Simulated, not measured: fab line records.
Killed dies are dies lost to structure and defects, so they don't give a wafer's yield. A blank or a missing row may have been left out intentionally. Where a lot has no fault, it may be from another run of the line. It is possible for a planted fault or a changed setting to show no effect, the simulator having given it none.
Chamber matching || flow sfq line || SFQ_TRILAYER_I1_VIA_ETCH_VIA_ETCH_052 on rie diel-01: 4 sister chambers
The step etches SiO2 in CHF3, stops on Nb, target depth 260 nm. 14 wafers are shown with their chamber, then 6 later ones without.

## WAFERS WITH THEIR CHAMBER
{"wafer": "L473.1", "chamber": 2, "drypump motor current A (A)": 6.7, "oes product au (a.u.)": 0.848}
{"wafer": "L473.4", "chamber": 1, "drypump motor current A (A)": 4.8, "oes product au (a.u.)": 0.846}
{"wafer": "L473.5", "chamber": 1, "drypump motor current A (A)": 4.7, "oes product au (a.u.)": 0.856}
{"wafer": "L475.3", "chamber": 2, "drypump motor current A (A)": 6.7, "oes product au (a.u.)": 0.854}
{"wafer": "L475.5", "chamber": 0, "drypump motor current A (A)": 5.3, "oes product au (a.u.)": 0.852}
{"wafer": "L475.6", "chamber": 3, "drypump motor current A (A)": 6.7, "oes product au (a.u.)": 0.851}
{"wafer": "L478.2", "chamber": 2, "drypump motor current A (A)": 6.7, "oes product au (a.u.)": 0.856}
{"wafer": "L478.3", "chamber": 0, "drypump motor current A (A)": 5.3, "oes product au (a.u.)": 0.856}
{"wafer": "L478.5", "chamber": 2, "drypump motor current A (A)": 6.7, "oes product au (a.u.)": 0.859}
{"wafer": "L480.2", "chamber": 3, "drypump motor current A (A)": 6.8, "oes product au (a.u.)": 0.851}
{"wafer": "L480.6", "chamber": 2, "drypump motor current A (A)": 6.7, "oes product au (a.u.)": 0.856}
{"wafer": "L489.2", "chamber": 0, "drypump motor current A (A)": 5.3, "oes product au (a.u.)": 0.852}
{"wafer": "L489.5", "chamber": 3, "drypump motor current A (A)": 6.8, "oes product au (a.u.)": 0.854}
{"wafer": "L489.6", "chamber": 0, "drypump motor current A (A)": 5.3, "oes product au (a.u.)": 0.851}

SIGNATURES (averages over the wafers above)
{"reading": "drypump motor current A", "chamber 0": 5.300, "chamber 1": 4.750, "chamber 2": 6.700, "chamber 3": 6.767, "scatter within a chamber": 0.0342}
{"reading": "oes product au", "chamber 0": 0.85275, "chamber 1": 0.85100, "chamber 2": 0.85460, "chamber 3": 0.85200, "scatter within a chamber": 0.00371}
Rule: for a wafer and a chamber, the distance is found by dividing, reading by reading, the gap between the wafer's reading and the chamber's mean by the reading's scatter, squaring, summing and taking the root. If the next closest chamber is less than 2 further off than the closest, the wafer can't be placed; otherwise it belongs to the closest. The scatter: the root of (the sum of the squares of (reading less its chamber's mean) over the shown wafers, divided by (wafers less chambers)).

## WAFERS WITH NO CHAMBER GIVEN
{"wafer": "L492.3", "drypump motor current A (A)": 6.7, "oes product au (a.u.)": 0.858}
{"wafer": "L492.5", "drypump motor current A (A)": 4.8, "oes product au (a.u.)": 0.862}
{"wafer": "L492.6", "drypump motor current A (A)": 6.7, "oes product au (a.u.)": 0.856}
{"wafer": "L493.1", "drypump motor current A (A)": 6.7, "oes product au (a.u.)": 0.846}
{"wafer": "L493.2", "drypump motor current A (A)": 5.3, "oes product au (a.u.)": 0.860}
{"wafer": "L493.5", "drypump motor current A (A)": 4.8, "oes product au (a.u.)": 0.853}

## EACH ONE'S CHAMBER
{"wafer": "L492.3", "from the rows above": "can't be placed: 2 or 3", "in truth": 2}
{"wafer": "L492.5", "from the rows above": 1, "in truth": 1}
{"wafer": "L492.6", "from the rows above": "can't be placed: 2 or 3", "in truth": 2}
{"wafer": "L493.1", "from the rows above": "can't be placed: 2 or 3", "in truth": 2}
{"wafer": "L493.2", "from the rows above": 0, "in truth": 0}
{"wafer": "L493.5", "from the rows above": 1, "in truth": 1}
Correct placement for 3 of the 6. Cannot be placed on the basis of these rows: 3; the candidates contain the true chamber in 3. Wrongly placed: 0.
